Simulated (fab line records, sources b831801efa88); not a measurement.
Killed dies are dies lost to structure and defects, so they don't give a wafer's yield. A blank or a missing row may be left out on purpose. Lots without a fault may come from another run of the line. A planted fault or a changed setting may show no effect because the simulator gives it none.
Chamber matching | flow sfq_line | SFQ_TRILAYER_L0_CAP_PECVD_011 on pecvd-01: 3 sister chambers
The step deposits SiO2 from SiH4/N2O, time 13.333 s, target thk 60 nm. 14 wafers are shown with their chamber, then 7 later ones without.

WAFERS WITH THEIR CHAMBER
wafer  | chamber | throttle_valve_pct (%) | heater_power_w (W)
L743.1 | 0       | 25.9                   | 79
L743.4 | 1       | 23.2                   | 79
L743.6 | 0       | 25.9                   | 82
L745.2 | 1       | 23.5                   | 88
L745.5 | 1       | 23.7                   | 87
L745.6 | 2       | 22.6                   | 104
L746.1 | 0       | 26.2                   | 68
L746.4 | 0       | 26.1                   | 67
L746.6 | 1       | 23.4                   | 88
L747.1 | 1       | 23.4                   | 91
L747.4 | 2       | 22.8                   | 101
L747.6 | 1       | 23.5                   | 89
L748.2 | 0       | 26.0                   | 75
L748.3 | 1       | 23.4                   | 77

SIGNATURES (means of the wafers above)
reading            | chamber 0 | chamber 1 | chamber 2 | scatter within a chamber
throttle_valve_pct | 26.020    | 23.443    | 22.700    | 0.143
heater_power_w     | 74.20     | 85.57     | 102.50    | 5.65
Rule: a wafer's distance from a chamber is the root of the sum, over the readings, of the square of ((its reading less the chamber's mean) divided by the reading's scatter). The wafer belongs to the nearest chamber; if the next one is less than 2 further off, it can't be placed. The scatter: the root of (the sum of the squares of (reading less its chamber's mean) over the shown wafers, divided by (wafers less chambers)).

WAFERS WITHOUT THEIR CHAMBER
wafer  | throttle_valve_pct (%) | heater_power_w (W)
L748.5 | 23.1                   | 78
L749.2 | 22.7                   | 103
L749.3 | 23.3                   | 87
L749.4 | 26.2                   | 70
L752.4 | 26.4                   | 70
L752.5 | 22.8                   | 106
L752.6 | 23.3                   | 85

WHICH CHAMBER EACH WENT THROUGH
wafer  | from the rows above | in truth
L748.5 | 1                   | 1
L749.2 | 2                   | 2
L749.3 | 1                   | 1
L749.4 | 0                   | 0
L752.4 | 0                   | 0
L752.5 | 2                   | 2
L752.6 | 1                   | 1
Placed correctly: 7 of 7. Can't be placed from these rows: 0. Placed wrongly: 0.
